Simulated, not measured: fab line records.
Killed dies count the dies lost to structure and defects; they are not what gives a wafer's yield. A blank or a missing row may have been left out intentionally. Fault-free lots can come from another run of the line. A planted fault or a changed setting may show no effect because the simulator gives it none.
One fault seen from 2 desks / flow sky130 / each desk has only its own numbers; what lay behind them comes last

== AT THE METROLOGY DESK ==
What the gauges read for every lot (on any tool): the sampled wafers with a number, averaged. A lot is out of limits, marked OUT, if its mean lies more than 4 standard deviations from the usual mean; the brackets give that distance.
Columns: A = SD_P_TW at SKY_SD_P_TW_MEAS_11, usual 2817; B = cd nm at SKY_CONTACT_CD_MEAS_14, usual 169.9 nm; C = CONTACT_W_RS at SKY_CONTACT_RS_MEAS_25, usual 0.336 ohm/sq; D = METAL1_ALCU_RS at SKY_METAL1_RS_MEAS_05, usual 0.1269 ohm/sq; E = METAL1_ALCU_THK at SKY_METAL1_THK_MEAS_06, usual 251.2 nm
lot=L478; first seen here=day 25 20:37; A=2817; B=170.8; C=0.332; D=0.1261; E=251.9
lot=L479; first seen here=day 26 01:57; A=2816; B=169.6; C=0.338; D=0.1272; E=249.1
lot=L480; first seen here=day 26 05:26; A=2813; B=171.2; C=0.335; D=0.1284; E=250.5
lot=L483; first seen here=day 28 09:24; A=2796; B=172.4; C=0.336; D=0.1262; E=253.3
lot=L489; first seen here=day 30 01:33; A=2815; B=168.6; C=0.337; D=0.1280; E=249.2
lot=L490; first seen here=day 30 09:50; A=2819; B=169.4; C=0.335; D=0.1261; E=250.8
lot=L491; first seen here=day 30 14:02; A=2825; B=169.5; C=0.335; D=0.1275; E=248.9
lot=L495; first seen here=day 31 19:23; A=2810; B=171.8; C=0.333; D=0.1305; E=245.1
lot=L496; first seen here=day 32 00:21; A=2806; B=170.5; C=0.338; D=0.1319 (+5.1) OUT; E=243.2 (-4.0) OUT
lot=L499; first seen here=day 32 21:58; A=2830; B=168.2; C=0.337; D=0.1268; E=251.2
lot=L500; first seen here=day 33 02:37; A=2819; B=169.7; C=0.336; D=0.1251; E=253.8
Finding of this desk: L496 out of limits, first seen on L496 at day 37 19:24 (METAL1_ALCU_RS at SKY_METAL1_RS_MEAS_05). L478, L479, L480, L483, L489, L490, L491, L495, L499, L500 stayed within limits.

== THE TOOL OWNER'S DESK: pvd sputter-02 ==
The tool's own readings at SKY_METAL1_SPUTTER_02 (material AlCu, target thk 250 nm, time 13.3 s): means of the sampled wafers that have a number, for each lot that ran on this tool. A lot is out of limits, marked OUT, if its mean lies more than 4 standard deviations from the usual mean; the brackets give that distance.
Columns: A = chamber pressure pa at SKY_METAL1_SPUTTER_02, usual 0.4000 Pa; B = throttle valve pct at SKY_METAL1_SPUTTER_02, usual 30.1 %
lot=L480; first seen here=day 32 09:07; A=0.3999; B=29.6
lot=L490; first seen here=day 36 06:13; A=0.3998; B=29.5
lot=L491; first seen here=day 36 09:34; A=0.4000; B=30.2
lot=L495; first seen here=day 37 14:38; A=0.4465 (+65) OUT; B=27.7
lot=L496; first seen here=day 37 19:16; A=0.4454 (+64) OUT; B=28.7
This desk's finding: out of limits on L495, L496; first on L495, day 37 14:38 (chamber pressure pa at SKY_METAL1_SPUTTER_02). L480, L490, L491 stayed within limits.

== PUT TOGETHER ==
On L495, L496, at day 37 14:38, an alarm was possible from the tool owner's desk.
The metrology desk could have raised an alarm at day 37 19:24, on L496.
The metrology desk has L495 on record, within its limits.
Of the lots named, all ran SKY_METAL1_SPUTTER_02 on pvd sputter-02.

== WHAT HAD BEEN PUT IN BY THE SIMULATOR ==
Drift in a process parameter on pvd sputter-02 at SKY_METAL1_SPUTTER_02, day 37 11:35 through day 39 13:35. The setting chamber pressure pa was moved by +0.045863, starting from 0.4. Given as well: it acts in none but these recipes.
Shown lots that were struck: L495, L496.
Delay (hours) between the fault's onset and each desk's first out-of-limits reading: 3 at the tool owner's desk, 8 at the metrology desk.
